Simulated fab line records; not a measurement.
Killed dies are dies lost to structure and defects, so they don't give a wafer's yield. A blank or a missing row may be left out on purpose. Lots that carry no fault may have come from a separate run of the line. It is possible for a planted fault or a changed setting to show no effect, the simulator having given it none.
Struck lot and sound lot, side by side    flow sky130    16 out of 708 route steps
Sound: the wafers L268.1, L268.4, L268.6. Struck: wafers L280.1, L280.6. (L280.2 of the same lot was not struck and is left out.) The cause comes at the end.
Order at every step that has rows: each side's tool, ch and its chambers, its first start. Under that, the readings that differ: sound wafers    struck wafers    difference of the means    sigmas: that difference in standard deviations of wafers without a fault.
alike: a reading whose means differ by less than 2 such deviations, as well as words and numbers matching on both sides. not compared: withheld readings; readings where some wafer has no value; bounds like >300 that might hide an equal value; numbers whose values overlap and for which the record gives no deviation.
Wherever a step has rows on one side only, a row that says differs or no value, or a row with sigmas, the two part there. When numbers do not overlap yet have no deviation, they are printed without sigmas and do not part them. Lack of a reading on every wafer of one side parts them only where that side has two or more wafers.

first, 8 steps without rows for these wafers: SKY_POLY_GATE_DEHYDRATE_05 (time 60 s); SKY_POLY_GATE_HMDS_06 (prime time 60 s); SKY_POLY_GATE_COAT_07 (resist thk 110 nm); SKY_POLY_GATE_COAT_08 (resist thk 450 nm); SKY_POLY_GATE_SOFTBAKE_09 (time 90 s); SKY_POLY_GATE_EXPOSE_10 (exposes mask P1M, target cd 150 nm); SKY_POLY_GATE_PEB_11; SKY_POLY_GATE_DEVELOP_12 (develop time 60 s).
SKY_POLY_GATE_CD_MEAS_13: target cd 150 nm.
  sound on cd sem-01, day 19 16:00; struck on cd sem-02, day 24 04:39
  alike: cd nm
SKY_POLY_GATE_OVL_MEAS_14:
  sound on overlay-01, day 19 16:07; struck on overlay-01, day 24 04:46
  alike: POLY_GATE_OVL
SKY_POLY_GATE_ETCH_15: etches BARC in N2/H2, stops on SiO2, time 118.5 s, target depth 110 nm.
  sound on rie diel-01 ch 1,3, day 19 16:10; struck on rie diel-02 ch 0,3, day 24 04:49
  alike: drypump motor current A, oes product au, rf fwd power W, throttle valve pct
  not compared: rf hours counter h
SKY_POLY_GATE_ETCH_16: etches Si3N4 in CH3F/O2, stops on poly-Si, time 147.5 s, target depth 75 nm.
  sound on rie diel-01 ch 1,3, day 19 16:14; struck on rie diel-02 ch 0,3, day 24 04:53
  alike: ch3f flow sccm, drypump motor current A, oes product au, rf fwd power W, throttle valve pct
  not compared: rf hours counter h
SKY_POLY_GATE_ETCH_17: etches poly-Si in HBr/Cl2, stops on SiO2, target depth 180 nm, time 70.5 s.
  sound on rie si-02 ch 0,2,3, day 19 16:20; struck on rie si-02 ch 1, day 24 04:59
reading                                           sound                    struck           difference  sigmas
oes product au (a.u.)                             0.994 0.982 0.977        0.998 1.004      +0.017      +2
over etch frac                                    0.56667 0.56667 0.56667  0.17014 0.17014  -0.39653    
model.POLY_GATE.feature depth nm (nm)             179.1 178.1 177.5        134.5 135.2      -43.4       
model.etch.depth nm (nm)                          179.1 178.1 177.5        134.5 135.2      -43.4       
model.KrF-thick_of_POLY_GATE_COAT_08.thk nm (nm)  142.2 144.1 141.7        163 163.5        +21         
  alike: drypump motor current A, rf fwd power W, throttle valve pct
  not compared: rf hours counter h
SKY_POLY_GATE_STRIP_18: strips in O2/N2.
  sound on plasma asher-02 ch 0,1, day 19 16:24; struck on plasma asher-03 ch 1, day 24 05:03
reading                       sound              struck       difference  sigmas
strip time to endpoint s (s)  3.185 3.212 3.191  3.409 3.422  +0.219      +9
  alike: drypump motor current A, oes product au
  not compared: rf hours counter h
then, 1 step without rows for these wafers: SKY_POLY_GATE_CLEAN_19 (cleans in SC1/SC2, time 150 s).
-- here the record skips 27 days between the struck wafers' starts before and after, leaving off in module POLY_GATE and picking up in module PAD_OPEN (first step shown: number 708 of the route) --
SKY_PAD_OPEN_PROBE_99:
  sound on prober-02, day 48 02:32; struck on prober-02, day 50 19:38
reading                                sound                struck        difference  sigmas
model.etest.tip sonos.rs ohm sq        2643 2608 2634       2966 3003     +356        
model.etest.tip n.rs ohm sq            438.6 444.2 441.1    452.8 450.3   +10.2       
model.etest.poly comb.leak log10 a um  -12.56 -12.49 -12.5  -5.34 -5.194  +7.25       
  alike: killed_at_M0_to_M3, killed_at_M4_up, killed at contacts, killed at front end, killed at other, killed dies, killed open, killed short

## WHERE THEY PART
Earliest at SKY_POLY_GATE_ETCH_17; latest, in this record, at SKY_POLY_GATE_STRIP_18. Later steps at which nothing parts them and some readings are alike: SKY_PAD_OPEN_PROBE_99.

WHY: what the simulator had put in
rie si-02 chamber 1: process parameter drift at SKY_POLY_GATE_ETCH_17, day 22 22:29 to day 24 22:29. The setting over etch frac was moved by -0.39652, starting from 0.56667.
